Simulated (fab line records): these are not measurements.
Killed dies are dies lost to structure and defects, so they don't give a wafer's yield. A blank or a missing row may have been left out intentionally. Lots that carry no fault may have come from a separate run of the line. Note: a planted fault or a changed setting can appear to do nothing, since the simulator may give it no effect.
Which tool was responsible?	flow sky130	36 wafers from 12 lots sampled at 3 of the route's 708 steps

WHAT THE GAUGES READ, wafer by wafer
SKY_CAP2M_THK_MEAS_01. Usual: CAP2M_CVD_00_THK typically reads 15.56 nm, with standard deviation 0.2.
lot	measured	on	CAP2M_CVD_00_THK (nm)	flag
L570	day 39 04:54	filmMetro-01	15.26 15.21 15.36	
L571	day 40 02:31	filmMetro-04	15.36 15.38 15.63	
L572	day 40 19:33	filmMetro-03	15.53 15.93 15.74	
L574	day 40 21:40	filmMetro-03	15.29 15.40 15.74	
L575	day 41 20:20	filmMetro-04	15.31 15.76 15.61	
L576	day 42 10:27	filmMetro-01	15.58 15.81 15.85	
L577	day 42 14:59	filmMetro-03	15.43 15.67 15.54	
L583	day 44 05:44	filmMetro-04	15.28 15.47 15.35	
L587	day 44 15:05	filmMetro-04	15.51 15.47 15.54	
L589	day 45 04:02	filmMetro-04	15.33 15.73 15.56	
L590	day 45 13:14	filmMetro-01	15.24 15.45 15.67	
L592	day 45 17:47	filmMetro-04	15.63 15.44 15.70	

WHICH TOOL RAN EACH LOT (tool, then ch and the chambers of the sampled wafers, then the start)
lot	SKY_CAPM_STRIP_14	SKY_METAL3_DESCUM_15
L570	plasmaAsher-01 ch 0,1, day 36 21:46	rieMetal-01 ch 0,1, day 38 00:31
L571	plasmaAsher-04 ch 0,1, day 37 20:50	rieMetal-01 ch 1, day 38 22:57
L572	plasmaAsher-01 ch 0,1, day 38 14:35	rieMetal-01 ch 0,1, day 39 16:02
L574	plasmaAsher-01 ch 0,1, day 38 16:52	rieMetal-04 ch 1, day 39 18:08
L575	plasmaAsher-01 ch 0,1, day 39 16:22	rieMetal-04 ch 0, day 40 16:34
L576	plasmaAsher-03 ch 0,1, day 40 06:32	rieMetal-01 ch 0,1, day 41 07:44
L577	plasmaAsher-01 ch 0,1, day 40 11:41	rieMetal-02 ch 0,1, day 41 12:32
L583	plasmaAsher-04 ch 0, day 42 04:35	rieMetal-01 ch 0,1, day 43 04:22
L587	plasmaAsher-03 ch 0, day 42 12:29	rieMetal-01 ch 0,1, day 43 12:48
L589	plasmaAsher-03 ch 0,1, day 43 03:37	rieMetal-02 ch 0,1, day 44 03:18
L590	plasmaAsher-01 ch 0,1, day 43 13:14	rieMetal-02 ch 0,1, day 44 12:56
L592	plasmaAsher-03 ch 0,1, day 43 18:16	rieMetal-01 ch 0, day 44 17:02
- SKY_CAPM_STRIP_14: strips in O2/N2.
- SKY_METAL3_DESCUM_15: chemistry O2, time 8 s.

AS READ BY THE TOOLS THEMSELVES (means over the sampled wafers that have a number; for cases with no such wafer, the mark the record gives instead)
SKY_CAPM_STRIP_14. Usual: drypumpMotorCurrentA 5.7 A, standard deviation 0.43; oesProductAu 0.710 a.u., standard deviation 0.0045; stripTimeToEndpointS 12.65 s, standard deviation 0.042.
lot	tool	drypumpMotorCurrentA (A)	oesProductAu (a.u.)	stripTimeToEndpointS (s)	flag
L570	plasmaAsher-01	5.2	0.711	12.65	
L571	plasmaAsher-04	6.1	0.710	12.70	
L572	plasmaAsher-01	5.2	0.709	12.72	
L574	plasmaAsher-01	5.2	0.711	12.65	
L575	plasmaAsher-01	5.4	0.710	12.67	
L576	plasmaAsher-03	5.5	0.710	12.64	
L577	plasmaAsher-01	5.2	0.711	12.64	
L583	plasmaAsher-04	6.1	0.708	12.68	
L587	plasmaAsher-03	5.3	0.708	12.59	
L589	plasmaAsher-03	5.5	0.709	12.63	
L590	plasmaAsher-01	5.5	0.710	12.63	
L592	plasmaAsher-03	5.7	0.710	12.73	

SKY_METAL3_DESCUM_15. Usual: drypumpMotorCurrentA 6.0 A, standard deviation 0.44; oesProductAu 1.000 a.u., standard deviation 0.0095.
lot	tool	drypumpMotorCurrentA (A)	oesProductAu (a.u.)	flag
L570	rieMetal-01	5.7	0.996	
L571	rieMetal-01	5.2	1.003	
L572	rieMetal-01	5.7	0.989	
L574	rieMetal-04	6.6	1.001	
L575	rieMetal-04	5.8	1.013	
L576	rieMetal-01	5.4	0.990	
L577	rieMetal-02	6.2	1.001	
L583	rieMetal-01	5.4	0.992	
L587	rieMetal-01	5.4	0.998	
L589	rieMetal-02	6.3	1.006	
L590	rieMetal-02	6.3	1.008	
L592	rieMetal-01	5.9	0.992	

THE ANSWER, worked out from the rows above alone
Rule: lot off if the mean of its wafers having a number is beyond 3 standard deviations from the usual mean. A lot without any number at a reading at which 4 lots or more have one is off too. Where the step has rows for the other lots, those lots are counted as sound. The gauges are gone through in route order, then the tools' own readings, and for those a lot's mean is taken as printed above. The first step at which some lot is off is used, and at that step the reading that is off furthest; a lot without a number counts as furthest.
Nothing can be told from this: no lot is off at any reading shown.

WHAT THE SIMULATOR HAD PUT IN
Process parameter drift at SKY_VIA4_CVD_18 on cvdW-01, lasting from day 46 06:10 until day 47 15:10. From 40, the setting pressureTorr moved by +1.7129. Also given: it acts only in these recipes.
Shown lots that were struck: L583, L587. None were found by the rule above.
